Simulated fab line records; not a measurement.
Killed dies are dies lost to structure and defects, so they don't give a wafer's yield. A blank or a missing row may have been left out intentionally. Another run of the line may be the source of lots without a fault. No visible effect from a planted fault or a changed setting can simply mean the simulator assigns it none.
fab line records | flow sky130
record: lots: 13 wafers: 38 last-day: 51
route steps=708 shown SPACER@305 POLY_CUT@319 RES_XHIGH@341 LOCAL_INTERCONNECT@394 PAD_OPEN@708
lots untouched by any fault: they come from a run of this same line in which no faults occurred
start-h: hours from the record's opening day to when the first of the lot's shown wafers began | wait-h: time in hours since the lot's previous step | " as in the row above | L1.1+2: one row covering several wafers at once | - value missing, or start not given | * or withheld: withheld | < > ~ a bound
route shown NAME@n: a module of which the file shows steps, and the number in the route of the first | usual: mean and standard deviation over wafers with no fault | same: alike in all rows | chamber/n: place in a boat | sites: each site's reading | _std_site: standard deviation across them | _edge_site: inner sites' mean taken away from outer sites' mean | radius-mm: how far each site lies from the wafer's centre | mask NAME#n: copy n | behind: the most recent tool/chamber to have shaped the wafer | hold: what put the lot on hold/how long, in hours/how the hold closed | device: transistor that didn't switch, given as n, p or np | end of line: the tests these same wafers got at the end of their route | a step given without rows: its recipe and nothing more | killed: dies lost to structure and defects at the first sort, not the wafer's yield | map: the dies of a wafer, with x for killed, . for not killed, _ for no die there
set.NAME: the run value of the setting; set.NAME@STEP: its run value at that earlier step | model.NAME: the simulator's own value behind a step, which no gauge read
the route's steps for a sample of lots (tables are steps, rows are wafers)
services: a tool's chamber out of use, with start hour (start-h, from the record's first day; less than 0 if before it), hours out, and reason
== steps ==
step: SKY_SPACER_THK_MEAS_01
recipe: reads: Si3N4_of_SPACER_CVD_00
usual: SPACER_CVD_00_THK: 43.2/0.39
columns lot.wafer tool chamber start-h wait-h SPACER_CVD_00_THK[nm]
L690.1 film-metro-03 - 547.40 0.0 43.2
L690.3 " - " " 43.0
L690.6 " - " " 42.6
L691.1 film-metro-01 - 562.40 0.0 43.7
L691.4 " - " " 43.8
L691.5 " - " " 43.8
L694.1 film-metro-04 - 584.43 0.0 43.5
L694.5 " - " " 43.2
L694.6 " - " " 43.5
L696.2 film-metro-04 - 601.09 0.0 43.2
L696.3 " - " " 43.2
L696.4 " - " " 43.6
L697.1 film-metro-03 - 609.08 0.0 42.7
L697.2 " - " " 43.2
L697.5 " - " " 42.8
L698.4 film-metro-04 - 629.01 0.0 43.3
L698.6 " - " " 42.9
L699.4 film-metro-03 - 635.00 0.0 42.9
L699.5 " - " " 43.3
L699.6 " - " " 43.0
L701.3 film-metro-04 - 656.91 0.0 42.5
L701.4 " - " " 42.8
L701.6 " - " " 42.9
L707.2 film-metro-04 - 707.86 0.0 43.0
L707.3 " - " " 43.0
L707.4 " - " " 43.1
L709.1 film-metro-01 - 718.70 0.0 43.3
L709.2 " - " " 43.3
L709.6 " - " " 43.5
L710.1 film-metro-03 - 720.63 0.0 42.8
L710.3 " - " " 43.1
L710.6 " - " " 43.2
L712.1 film-metro-04 - 730.59 0.0 44.1
L712.2 " - " " 43.7
L712.5 " - " " 44.0
L713.2 film-metro-03 - 739.53 0.0 43.3
L713.3 " - " " 43.3
L713.5 " - " " 43.8
step: SKY_POLY_CUT_STRIP_12
recipe: chemistry: O2/N2 power-w: 1400 pressure-mtorr: 1500 platen-temp-c: withheld o2-flow-sccm: 3000 n2-flow-sccm: 300 overash-fraction: 0.5
usual: drypump-motor-current-A: 5.7/0.54 n2-flow-sccm: 300.1/0.93 o2-flow-sccm: 3001/9.5 oes-product-au: 0.451/0.0047 strip-time-to-endpoint-s: 5.356/0.017
columns lot.wafer tool chamber start-h wait-h drypump-motor-current-A n2-flow-sccm o2-flow-sccm oes-product-au rf-hours-counter-h strip-time-to-endpoint-s
L690.1 plasma-asher-01 1 579.09 0.0 6.2 301.9 2987 0.459 14 5.391
L690.3 " 0 " " 5.4 301.1 3004 0.455 - 5.404
L690.6 " 0 " " 5.4 300.6 2993 0.453 - 5.376
L691.1 plasma-asher-01 1 593.57 0.0 6.2 300.7 2987 0.445 16 5.371
L691.4 " 1 " " 6.2 301.1 2977 0.456 - 5.356
L691.5 " 0 " " 5.4 299.7 2997 0.444 - 5.353
L694.1 plasma-asher-03 0 614.45 0.0 5.6 300.9 3001 0.449 47 5.338
L694.5 " 0 " " 5.6 299.2 2991 0.455 - 5.334
L694.6 " 1 " " 6.2 299.7 3006 0.450 - 5.341
L696.2 plasma-asher-03 1 631.79 0.0 6.3 300.4 3002 0.449 49 5.357
L696.3 " 1 " " 6.3 299.9 2995 0.446 - 5.360
L696.4 " 0 " " 5.6 300.9 3012 0.458 - 5.371
L697.1 plasma-asher-02 0 641.14 0.0 6.2 297.6 2980 0.452 96 5.349
L697.2 " 1 " " 4.7 298.9 2986 0.456 96 5.337
L697.5 " 0 " " 6.2 298.4 2999 0.444 - 5.340
L698.4 plasma-asher-02 1 660.18 0.0 4.7 301.3 3005 0.459 - 5.356
L698.6 " 0 " " 6.2 300.1 3008 0.453 - 5.381
L699.4 plasma-asher-02 1 665.87 0.1 4.7 297.7 3009 0.448 - 5.363
L699.5 " 1 " " 4.7 298.2 2995 0.452 - 5.355
L699.6 " 0 " " 6.2 299.5 2988 0.456 - 5.372
L701.3 plasma-asher-03 0 687.28 0.1 5.6 300.6 3007 0.445 - 5.361
L701.4 " 1 " " 6.3 301.1 2996 0.449 - 5.358
L701.6 " 0 " " 5.6 300.7 3013 0.445 - 5.382
L707.2 plasma-asher-01 0 738.67 0.0 5.4 300.5 3003 0.453 30 5.364
L707.3 " 1 " " 6.2 301.5 2997 0.452 - 5.359
L707.4 " 0 " " 5.4 300.5 3002 0.450 - 5.362
L709.1 plasma-asher-01 0 749.62 0.0 5.4 301.0 3007 0.453 32 5.328
L709.2 " 1 " " 6.2 300.3 2992 0.452 32 5.359
L709.6 " 0 " " 5.4 301.5 3005 0.460 - 5.349
L710.1 plasma-asher-01 1 751.79 0.0 6.2 298.4 2994 0.454 32 5.323
L710.3 " 1 " " 6.2 299.5 3000 0.452 - 5.333
L710.6 " 0 " " 5.4 299.9 3018 0.455 - 5.340
L712.1 plasma-asher-01 0 762.40 0.0 5.4 300.7 2997 0.448 33 5.344
L712.2 " 1 " " 6.2 299.5 3019 0.454 33 5.355
L712.5 " 1 " " 6.2 299.3 3011 0.456 - 5.336
L713.2 plasma-asher-01 1 770.72 0.1 6.2 298.7 3008 0.444 34 5.334
L713.3 " 0 " " 5.4 300.2 3011 0.446 - 5.316
L713.5 " 0 " " 5.4 300.6 3000 0.448 - 5.343
step: SKY_RES_XHIGH_TW_MEAS_09
usual: RES_XHIGH_TW: 1638/9.7
columns lot.wafer tool chamber start-h wait-h RES_XHIGH_TW
L690.1 film-metro-02 - 642.01 0.1 1635
L690.3 " - " " 1644
L690.6 " - " " 1650
L691.1 film-metro-03 - 656.40 0.1 1637
L691.4 " - " " 1632
L691.5 " - " " 1638
L694.1 film-metro-01 - 676.21 0.1 1637
L694.5 " - " " 1643
L694.6 " - " " 1648
L696.2 film-metro-03 - 693.57 0.1 1638
L696.3 " - " " 1629
L696.4 " - " " 1634
L697.1 film-metro-02 - 701.24 0.1 1645
L697.2 " - " " 1651
L697.5 " - " " 1643
L698.4 film-metro-02 - 720.73 0.1 1646
L698.6 " - " " 1651
L699.4 film-metro-03 - 726.62 0.1 1631
L699.5 " - " " 1641
L699.6 " - " " 1637
L701.3 film-metro-02 - 748.73 0.1 1652
L701.4 " - " " 1655
L701.6 " - " " 1650
L707.2 film-metro-01 - 798.20 0.1 1628
L707.3 " - " " 1625
L707.4 " - " " 1621
L709.1 film-metro-02 - 807.96 0.1 1644
L709.2 " - " " 1656
L709.6 " - " " 1651
L710.1 film-metro-03 - 809.34 0.1 1629
L710.3 " - " " 1633
L710.6 " - " " 1633
L712.1 film-metro-03 - 818.19 0.1 1635
L712.2 " - " " 1650
L712.5 " - " " 1627
L713.2 film-metro-01 - 824.76 0.1 1636
L713.3 " - " " 1623
L713.5 " - " " 1619
step: SKY_LOCAL_INTERCONNECT_SOFTBAKE_07
recipe: temp-c: 100 time-s: 90 resist: KrF-thick
usual: chill-plate-temp-C: 23.03/0.11 heater-power-total-W: 57.37/0.12 run-length-s: 119.24/0.13
columns lot.wafer tool chamber start-h wait-h chill-plate-temp-C heater-power-total-W run-length-s
L690.1 litho-track-03 0 721 - 23.22 57.44 119.17
L690.3 " 0 " " 23.12 57.47 119.18
L690.6 " 0 " " 23.15 57.41 119.29
L691.1 litho-track-03 0 734 - 23.08 57.54 119.05
L691.4 " 0 " " 23.02 57.32 119.04
L691.5 " 0 " " 23.01 57.48 118.98
L694.1 litho-track-01 0 755 - 22.94 57.38 119.20
L694.5 " 0 " " 22.85 57.53 119.22
L694.6 " 0 " " 23.04 57.29 119.38
L696.2 litho-track-01 0 772 - 23.15 57.47 119.37
L696.3 " 0 " " 23.03 57.50 119.38
L696.4 " 0 " " 22.90 57.53 119.35
L697.1 litho-track-01 0 781 - 23.11 57.55 119.16
L697.2 " 0 " " 23.14 57.31 119.28
L697.5 " 0 " " 23.11 57.36 131.31
L698.4 litho-track-01 0 799 - 22.88 57.58 131.41
L698.6 " 0 " " 23.00 57.48 119.30
L699.4 litho-track-04 0 804 - 23.02 57.47 119.20
L699.5 " 0 " " 22.86 57.35 119.28
L699.6 " 0 " " 23.00 57.53 119.11
L701.3 litho-track-01 0 823 - 23.05 57.34 119.63
L701.4 " 0 " " 23.06 57.36 131.33
L701.6 " 0 " " 23.09 57.46 119.39
L707.2 litho-track-03 0 867 - 23.17 57.37 119.24
L707.3 " 0 " " 22.99 57.33 119.16
L707.4 " 0 " " 23.22 57.32 119.11
L709.1 litho-track-01 0 876 - 23.02 57.37 119.28
L709.2 " 0 " " 23.05 57.39 119.20
L709.6 " 0 " " 23.12 57.44 119.19
L710.1 litho-track-04 0 878 - 23.17 57.28 119.13
L710.3 " 0 " " 23.07 57.20 119.31
L710.6 " 0 " " 23.21 57.38 119.16
L712.1 litho-track-03 0 887 - 23.15 57.53 119.14
L712.2 " 0 " " 23.14 57.47 119.03
L712.5 " 0 " " 23.19 57.34 119.07
L713.2 litho-track-01 0 893 - 23.05 57.20 119.26
L713.3 " 0 " " 22.90 57.22 119.46
L713.5 " 0 " " 23.04 57.40 119.28
step: SKY_PAD_OPEN_PROBE_99
usual: killed_at_M0_to_M3: 43/7 killed_at_M4_up: 3.1/1.5 killed-at-contacts: 23/4.9 killed-at-front-end: 16/3.9 killed-at-other: 0.3/0.52 killed-dies: 86/8.2 killed-open: 47/6.1 killed-short: 38/5.8
same: gross-dies: 492 killed-at-back-side: 0
columns lot.wafer tool chamber start-h wait-h killed_at_M0_to_M3 killed_at_M4_up killed-at-contacts killed-at-front-end killed-at-other killed-dies killed-open killed-short
L699.4 prober-01 - 1167.12 0.2 37 5 14 22 1 79 42 36
L699.5 prober-01 - 1167.17 0.2 42 4 17 16 0 79 40 38
L699.6 prober-01 - 1167.22 0.2 36 1 13 18 1 69 40 29
killed by level:class
L699.4 POLY_GATE:geometric-particle:open=8 VIA1:geometric-particle:open=8 VIA3:geometric-particle:open=7 POLY_GATE:geometric-particle:short=6 FIELD_ISO:geometric-particle:short=5 LOCAL_INTERCONNECT:geometric-particle:short=5 CONTACT:geometric-particle:open=5 METAL1:geometric-particle:short=5
L699.5 VIA1:geometric-particle:open=10 METAL1:geometric-particle:short=6 VIA2:geometric-particle:open=5 CONTACT:geometric-particle:open=5 VIA1:geometric-particle:short=5 VIA3:geometric-particle:open=5 METAL4:geometric-particle:short=4 FIELD_ISO:geometric-particle:open=3
L699.6 LI_CONTACT:geometric-particle:open=6 VIA3:geometric-particle:open=6 VIA2:geometric-particle:open=6 FIELD_ISO:geometric-particle:short=4 POLY_GATE:geometric-particle:short=4 POLY_GATE:geometric-particle:open=4 VIA1:geometric-particle:open=4 METAL1:geometric-particle:short=4
== services ==
columns tool chamber start-h hours kind
plasma-asher-03 - 577.25 0.3 repair
plasma-asher-01 - 646.88 2.3 repair
plasma-asher-03 - 654.46 1.9 repair
plasma-asher-02 - 685.75 4.7 repair
plasma-asher-03 - 725.99 1.6 repair
plasma-asher-02 - 733.75 9.0 pm
plasma-asher-02 0 733.75 9.0 vent-cycle
plasma-asher-02 1 733.75 9.0 vent-cycle
plasma-asher-02 0 742.75 - clean
plasma-asher-02 1 742.75 - clean
plasma-asher-03 - 763.29 14.6 pm
plasma-asher-02 - 766.30 76.3 repair
plasma-asher-02 - 845.56 7.7 repair
plasma-asher-02 - 874.53 15.6 pm
plasma-asher-01 - 884.84 2.0 repair
== key ==
first-sign: step: SKY_LOCAL_INTERCONNECT_SOFTBAKE_07 reading: run-length-s direction: up sigmas: 93 usual: * struck: *
effect none on later readings
met-at SKY_LOCAL_INTERCONNECT_SOFTBAKE_07
struck-lots L697,L698,L701
struck-wafers L697.5,L698.4,L701.4
tester-left-out L697,L698,L701
not-acting-at SKY_SPACER_THK_MEAS_01,SKY_POLY_CUT_STRIP_12,SKY_RES_XHIGH_TW_MEAS_09
onset-between 772 781
fault: kind: process-parameter-drift tool: litho-track-01 chamber: - onset-h: 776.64 steps: SKY_LOCAL_INTERCONNECT_SOFTBAKE_07 channel: time-s offset: * shape: step end-h: 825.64 scope: struck-wafers-only acts-in: * stated: *
tester-left-out: of these lots the tester's yield and bins aren't shown, on N5 and GAA mostly nor the transistor test; their killed dies are dies lost to structure and defects alone, not to doping, threshold or leakage, so they don't give the yield
